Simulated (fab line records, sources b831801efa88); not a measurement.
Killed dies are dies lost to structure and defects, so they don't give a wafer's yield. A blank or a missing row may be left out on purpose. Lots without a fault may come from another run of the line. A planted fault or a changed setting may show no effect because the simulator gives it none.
Chamber matching | flow gf180mcu | GF_V2_CMP_26 on cmp-01: 4 sister chambers
The step polishes, stops on SiO2, t overpolish 15 s, target thk 0 nm. 4 wafers are shown with their chamber, then 8 later ones without.

WAFERS WITH THEIR CHAMBER
wafer  | chamber | motor_current_A (A)
L995.2 | 0       | 9.9
L995.5 | 2       | 10.8
L995.6 | 3       | 13.0
L997.3 | 1       | 12.0

WAFERS WITHOUT THEIR CHAMBER
wafer  | motor_current_A (A)
L997.5 | 12.2
L997.6 | 9.1
L998.2 | 11.2
L998.3 | 11.8
L998.5 | 12.4
L103.1 | 11.9
L103.5 | 11.0
L103.6 | 11.4

WHICH CHAMBER EACH WENT THROUGH
wafer  | from the rows above     | in truth
L997.5 | can't be placed: 1 or 3 | 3
L997.6 | 0                       | 0
L998.2 | can't be placed: 2 or 1 | 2
L998.3 | can't be placed: 1 or 2 | 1
L998.5 | can't be placed: 1 or 3 | 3
L103.1 | 1                       | 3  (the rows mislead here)
L103.5 | can't be placed: 2 or 1 | 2
L103.6 | can't be placed: 1 or 2 | 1
Placed correctly: 1 of 8. Can't be placed from these rows: 6 (the true chamber is among the candidates in 6). Placed wrongly: 1.
How it was worked out, from the rows above alone: a wafer's distance from a chamber is the root of the sum, over the readings, of the square of ((its reading less the chamber's mean) divided by the reading's scatter). The wafer belongs to the nearest chamber; if the next one is less than 2 further off, it can't be placed. A chamber's mean is the mean of its shown wafers. The scatter: with one shown wafer a chamber, the root of the mean of the squares of how far each hidden wafer lies from its nearest shown one.
